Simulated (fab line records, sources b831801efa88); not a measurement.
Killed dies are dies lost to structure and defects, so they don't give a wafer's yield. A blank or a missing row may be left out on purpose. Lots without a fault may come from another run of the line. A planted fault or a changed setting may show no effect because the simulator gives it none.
One fault seen from 2 desks | flow gf180mcu | each desk has only its own numbers; what lay behind them comes last

THE METROLOGY DESK
What the gauges read, lot by lot, whatever tool the lot ran on: means of the sampled wafers that have a number. A lot is out of limits, marked OUT, if its mean lies more than 4 standard deviations from the usual mean; the brackets give that distance.
Columns: A = M1_ALCU_RS at GF_M1_RS_MEAS_05, usual 0.0694 ohm/sq
lot  | first seen here | A
L368 | day 16 11:56    | 0.0705
L372 | day 17 22:08    | 0.0702
L373 | day 18 03:26    | 0.0699
L376 | day 19 04:42    | 0.0691
L378 | day 19 23:40    | 0.0695
L379 | day 20 04:34    | 0.0688
L380 | day 20 14:06    | 0.0691
L381 | day 21 00:58    | 0.0702
L383 | day 21 22:28    | 0.0687
L384 | day 22 04:57    | 0.0708
L388 | day 23 06:58    | 0.0688
L390 | day 24 10:47    | 0.0697
L391 | day 24 12:47    | 0.0694
This desk's finding: nothing out of limits on any of the 13 lots.

THE TOOL OWNER'S DESK: rie_metal-03
The tool's own readings at GF_M2_METAL_ETCH_16 (etches the open film in Cl2/BCl3, stops on SiO2, target depth 750.8 nm, time 125.1 s): means of the sampled wafers that have a number, for each lot that ran on this tool. A lot is out of limits, marked OUT, if its mean lies more than 4 standard deviations from the usual mean; the brackets give that distance.
Columns: A = bcl3_flow_sccm at GF_M2_METAL_ETCH_16, usual 39.99 sccm; B = drypump_motor_current_A at GF_M2_METAL_ETCH_16, usual 6.0 A; C = oes_product_au at GF_M2_METAL_ETCH_16, usual 0.990 a.u.; D = throttle_valve_pct at GF_M2_METAL_ETCH_16, usual 28.229 %
lot  | first seen here | A     | B   | C               | D
L376 | day 22 08:38    | 40.05 | 5.9 | 0.983           | 28.220
L378 | day 23 02:29    | 40.00 | 5.8 | 0.991           | 28.223
L379 | day 23 06:51    | 39.92 | 6.2 | 0.990           | 28.230
L380 | day 23 16:49    | 39.87 | 5.8 | 0.994           | 28.217
L384 | day 25 04:23    | 40.12 | 6.2 | 0.994           | 28.234
L388 | day 26 05:08    | 40.11 | 5.9 | 0.915 (-13) OUT | 28.315 (+8.7) OUT
This desk's finding: out of limits on L388; first on L388, day 26 05:08 (oes_product_au at GF_M2_METAL_ETCH_16). In limits: L376, L378, L379, L380, L384.

PUT TOGETHER
The tool owner's desk could have raised an alarm at day 26 05:08, on L388.
The metrology desk saw nothing out of limits.
The metrology desk has L388 on record, within its limits.
Of the lots named, all ran GF_M2_METAL_ETCH_16 on rie_metal-03.

WHAT THE SIMULATOR HAD PUT IN
Process parameter drift: rie_metal-03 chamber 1, from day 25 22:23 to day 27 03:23, at GF_M2_METAL_ETCH_16. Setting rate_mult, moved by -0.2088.
Lots struck among those shown: L388.
Hours from the fault's start to each desk's first reading out of limits: the tool owner's desk, 7.
